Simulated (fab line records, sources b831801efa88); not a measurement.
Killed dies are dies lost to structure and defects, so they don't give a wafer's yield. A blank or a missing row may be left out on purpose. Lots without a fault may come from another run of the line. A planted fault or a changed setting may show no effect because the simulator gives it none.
One fault seen from 2 desks | flow sky130 | each desk has only its own numbers; what lay behind them comes last

THE METROLOGY DESK
What the gauges read, lot by lot, whatever tool the lot ran on: means of the sampled wafers that have a number. A lot is out of limits, marked OUT, if its mean lies more than 4 standard deviations from the usual mean; the brackets give that distance.
Columns: A = cd_nm at SKY_LI_CONTACT_CD_MEAS_12, usual 170.0 nm; B = LI_CONTACT_OVL at SKY_LI_CONTACT_OVL_MEAS_13, usual 1 nm
lot  | first seen here | A     | B
L761 | day 29 06:45    | 171.7 | -0
L760 | day 29 07:22    | 170.4 | 0
L773 | day 33 06:01    | 170.2 | 4
L772 | day 33 19:15    | 170.1 | -0
L774 | day 33 21:31    | 168.4 | 3
L782 | day 36 09:56    | 168.7 | -4
L783 | day 36 19:05    | 172.1 | 1
This desk's finding: nothing out of limits on any of the 7 lots.

THE TOOL OWNER'S DESK: pvd_sputter-02
The tool's own readings at SKY_LI_CONTACT_SPUTTER_19 (material Ti, target thk 20 nm, time 106.37 s): means of the sampled wafers that have a number, for each lot that ran on this tool. A lot is out of limits, marked OUT, if its mean lies more than 4 standard deviations from the usual mean; the brackets give that distance.
Columns: A = throttle_valve_pct at SKY_LI_CONTACT_SPUTTER_19, usual 30.1 %
lot  | first seen here | A
L761 | day 29 07:19    | 30.2
L773 | day 33 06:32    | 30.1
L772 | day 33 19:53    | 30.1
L774 | day 33 22:09    | 30.2
L782 | day 36 10:32    | 30.2
This desk's finding: nothing out of limits on any of the 5 lots.

PUT TOGETHER
The metrology desk saw nothing out of limits.
The tool owner's desk saw nothing out of limits.

WHAT THE SIMULATOR HAD PUT IN
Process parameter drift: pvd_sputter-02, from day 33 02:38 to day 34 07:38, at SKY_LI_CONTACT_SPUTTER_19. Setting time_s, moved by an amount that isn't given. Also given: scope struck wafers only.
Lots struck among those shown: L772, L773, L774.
